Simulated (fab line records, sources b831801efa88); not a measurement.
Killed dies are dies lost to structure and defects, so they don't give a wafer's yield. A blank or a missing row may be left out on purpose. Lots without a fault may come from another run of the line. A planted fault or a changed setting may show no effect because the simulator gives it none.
Chamber matching | flow gf180mcu | GF_POLY_GATE_ETCH_13 on rie_si-01: 4 sister chambers
The step etches poly-Si in HBr/Cl2, stops on SiO2, target depth 198.5 nm, time 69.6 s. 8 wafers are shown with their chamber, then 7 later ones without.

WAFERS WITH THEIR CHAMBER
wafer  | chamber | drypump_motor_current_A (A) | oes_product_au (a.u.)
L916.6 | 2       | 5.6                         | 0.975
L918.6 | 1       | 5.7                         | 0.984
L923.4 | 2       | 5.6                         | 0.985
L925.1 | 0       | 5.3                         | 0.996
L925.3 | 3       | 5.3                         | 0.997
L925.5 | 3       | 5.4                         | 1.002
L927.1 | 1       | 5.7                         | 0.982
L927.4 | 0       | 5.3                         | 0.995

WAFERS WITHOUT THEIR CHAMBER
wafer  | drypump_motor_current_A (A) | oes_product_au (a.u.)
L927.5 | 5.3                         | 0.986
L928.2 | 5.7                         | 0.977
L928.5 | 5.6                         | 0.981
L928.6 | 5.3                         | 0.973
L935.3 | 5.3                         | 0.985
L935.4 | 5.3                         | 0.994
L935.5 | 5.3                         | 0.993

WHICH CHAMBER EACH WENT THROUGH
wafer  | from the rows above     | in truth
L927.5 | can't be placed: 0 or 3 | 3
L928.2 | can't be placed: 1 or 2 | 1
L928.5 | 2                       | 2
L928.6 | can't be placed: 0 or 3 | 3
L935.3 | can't be placed: 0 or 3 | 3
L935.4 | can't be placed: 0 or 3 | 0
L935.5 | can't be placed: 0 or 3 | 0
Placed correctly: 1 of 7. Can't be placed from these rows: 6 (the true chamber is among the candidates in 6). Placed wrongly: 0.
How it was worked out, from the rows above alone: a wafer's distance from a chamber is the root of the sum, over the readings, of the square of ((its reading less the chamber's mean) divided by the reading's scatter). The wafer belongs to the nearest chamber; if the next one is less than 2 further off, it can't be placed. A chamber's mean is the mean of its shown wafers. The scatter: the root of (the sum of the squares of (reading less its chamber's mean) over the shown wafers, divided by (wafers less chambers)).
